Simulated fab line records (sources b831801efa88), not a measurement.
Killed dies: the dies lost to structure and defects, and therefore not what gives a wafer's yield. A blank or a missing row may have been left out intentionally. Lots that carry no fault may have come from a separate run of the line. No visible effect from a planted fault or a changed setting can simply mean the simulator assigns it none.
Split-lot trial :: flow sky130 :: 23 wafers read across 5 lots, on a route 708 steps long

## SPLIT DETAILS
At SKY_VIA3_CMP_02 (polishes SiO2), the setting leave-above-ref-nm was moved away from the recipe's 465 nm on 7 of the 23 wafers read, by -1.9% to +7.1%. The other wafers ran this setting at the recipe's value.

## FROM THE SPLIT TO THE READING: what the file shows between them, 2 steps
- SKY_VIA3_COAT_07: resist thk 450 nm (also split here: resist-thk-nm)
- SKY_VIA3_ETCH_14: etches BARC in N2/H2, stops on SiO2, time 45.9 s, target depth 60 nm (also split here: bias-w)

## THE READING
oes-product-au, in a.u., at SKY_VIA3_ETCH_15 (etches SiO2 in C4F8/O2/Ar, stops on TiN, target depth 507 nm, time 78 s). Typical for fault-free wafers on this fab line: 0.947 a.u., with standard deviation 0.0044 a.u.

wafer: L076.2
tool, chamber at the split: cmp-01, 1
leave-above-ref-nm as run, nm: 465
against the recipe: recipe
oes-product-au, a.u.: 0.943
against lot-mates on the recipe: -

wafer: L076.3
tool, chamber at the split: cmp-01, 3
leave-above-ref-nm as run, nm: 465
against the recipe: recipe
oes-product-au, a.u.: 0.942
against lot-mates on the recipe: -

wafer: L076.4
tool, chamber at the split: cmp-01, 0
leave-above-ref-nm as run, nm: 465
against the recipe: recipe
oes-product-au, a.u.: 0.955
against lot-mates on the recipe: -

wafer: L076.5
tool, chamber at the split: cmp-01, 1
leave-above-ref-nm as run, nm: 465
against the recipe: recipe
oes-product-au, a.u.: 0.946
against lot-mates on the recipe: -

wafer: L076.6
tool, chamber at the split: cmp-01, 0
leave-above-ref-nm as run, nm: 465
against the recipe: recipe
oes-product-au, a.u.: 0.939
against lot-mates on the recipe: -

wafer: L079.1
tool, chamber at the split: cmp-01, 1
leave-above-ref-nm as run, nm: 465
against the recipe: recipe
oes-product-au, a.u.: 0.951
against lot-mates on the recipe: -

wafer: L079.2
tool, chamber at the split: cmp-01, 2
leave-above-ref-nm as run, nm: 465
against the recipe: recipe
oes-product-au, a.u.: 0.940
against lot-mates on the recipe: -

wafer: L079.3
tool, chamber at the split: cmp-01, 0
leave-above-ref-nm as run, nm: 465
against the recipe: recipe
oes-product-au, a.u.: 0.946
against lot-mates on the recipe: -

wafer: L079.4
tool, chamber at the split: cmp-01, 3
leave-above-ref-nm as run, nm: 491.7
against the recipe: +5.7%
oes-product-au, a.u.: 0.979
against lot-mates on the recipe: +0.033

wafer: L079.5
tool, chamber at the split: cmp-01, 2
leave-above-ref-nm as run, nm: 491.7
against the recipe: +5.7%
oes-product-au, a.u.: 0.983
against lot-mates on the recipe: +0.037

wafer: L081.1
tool, chamber at the split: cmp-02, 3
leave-above-ref-nm as run, nm: 465
against the recipe: recipe
oes-product-au, a.u.: 0.947
against lot-mates on the recipe: -

wafer: L081.2
tool, chamber at the split: cmp-02, 1
leave-above-ref-nm as run, nm: 465
against the recipe: recipe
oes-product-au, a.u.: 0.943
against lot-mates on the recipe: -

wafer: L081.6
tool, chamber at the split: cmp-02, 3
leave-above-ref-nm as run, nm: 465
against the recipe: recipe
oes-product-au, a.u.: 0.949
against lot-mates on the recipe: -

wafer: L080.1
tool, chamber at the split: cmp-01, 0
leave-above-ref-nm as run, nm: 465
against the recipe: recipe
oes-product-au, a.u.: 0.948
against lot-mates on the recipe: -

wafer: L080.3
tool, chamber at the split: cmp-01, 3
leave-above-ref-nm as run, nm: 465
against the recipe: recipe
oes-product-au, a.u.: 0.941
against lot-mates on the recipe: -

wafer: L080.4
tool, chamber at the split: cmp-01, 1
leave-above-ref-nm as run, nm: 456
against the recipe: -1.9%
oes-product-au, a.u.: 0.942
against lot-mates on the recipe: -0.003

wafer: L080.5
tool, chamber at the split: cmp-01, 3
leave-above-ref-nm as run, nm: 456
against the recipe: -1.9%
oes-product-au, a.u.: 0.935
against lot-mates on the recipe: -0.010

wafer: L080.6
tool, chamber at the split: cmp-01, 2
leave-above-ref-nm as run, nm: 465
against the recipe: recipe
oes-product-au, a.u.: 0.946
against lot-mates on the recipe: -

wafer: L085.1
tool, chamber at the split: cmp-01, 3
leave-above-ref-nm as run, nm: 498
against the recipe: +7.1%
oes-product-au, a.u.: 0.983
against lot-mates on the recipe: +0.039

wafer: L085.2
tool, chamber at the split: cmp-01, 2
leave-above-ref-nm as run, nm: 498
against the recipe: +7.1%
oes-product-au, a.u.: 0.986
against lot-mates on the recipe: +0.042

wafer: L085.4
tool, chamber at the split: cmp-01, 1
leave-above-ref-nm as run, nm: 465
against the recipe: recipe
oes-product-au, a.u.: 0.947
against lot-mates on the recipe: -

wafer: L085.5
tool, chamber at the split: cmp-01, 2
leave-above-ref-nm as run, nm: 498
against the recipe: +7.1%
oes-product-au, a.u.: 0.985
against lot-mates on the recipe: +0.041

wafer: L085.6
tool, chamber at the split: cmp-01, 3
leave-above-ref-nm as run, nm: 465
against the recipe: recipe
oes-product-au, a.u.: 0.942
against lot-mates on the recipe: -

FIT RESULTS
A straight line over all 23 wafers: oes-product-au changes by +0.0056 a.u. for each +1% of leave-above-ref-nm; r = +0.97; the points scatter about the line by 0.0041 a.u.
The same after taking each lot's own level away (the mean of its wafers on the recipe; 23 wafers): +0.00564 a.u. for each +1%; r = +0.97; scatter 0.0041 a.u.
Per that fit: largest leave-above-ref-nm move, reading shift of 0.04 a.u.
Across the lots, their own levels run from 0.9445 to 0.9463 a.u., a range of 0.4 times the standard deviation given above.
Hence the lot-to-lot level has little effect on the slope; both slopes agree.
Check: +0.0413 a.u. against its lot-mates is what the line predicts for one of the wafers moved furthest among these (+7.1%) when that wafer is left out of the fit. It came out at +0.0385 a.u. against them.

## OTHER SPLITS APPLIED TO THESE WAFERS
These wafers also went through other splits before the reading. Each is held against what the fit with the lots' levels taken away leaves over:
other split on the same wafers: SKY_METAL3_EXPOSE_10 dose-mj
wafers away from the commonest value: 7
r with oes-product-au (lot level and that fit taken away): +0.16

other split on the same wafers: SKY_VIA3_COAT_07 resist-thk-nm
wafers away from the commonest value: 8
r with oes-product-au (lot level and that fit taken away): +0.12

other split on the same wafers: SKY_VIA3_ETCH_14 bias-w
wafers away from the commonest value: 7
r with oes-product-au (lot level and that fit taken away): -0.22

## THE WHOLE CHAIN: every reading that the file lists as answering this split, in the file's order
step: SKY_VIA3_CMP_02
what it does: polishes SiO2
reading: SiO2_of_VIA3_HDPCVD_00.thk-nm (the simulator's own value, which no gauge read)
change (the file's fit): +4.7 nm for each +1% of the setting
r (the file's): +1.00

step: SKY_VIA3_ETCH_15
what it does: etches SiO2 in C4F8/O2/Ar, stops on TiN, target depth 507 nm, time 78 s
reading: oes-product-au
change (the file's fit): +0.00578 a.u. for each +1% of the setting
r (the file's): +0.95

step: SKY_VIA3_ETCH_15
what it does: etches SiO2 in C4F8/O2/Ar, stops on TiN, target depth 507 nm, time 78 s
reading: VIA3.feature-depth-nm (the simulator's own value, which no gauge read)
change (the file's fit): +4.7 nm for each +1% of the setting
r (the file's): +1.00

## THE FILE'S OWN FIT
oes-product-au changes by +0.00578 a.u. for each +1% of leave-above-ref-nm, r = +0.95.
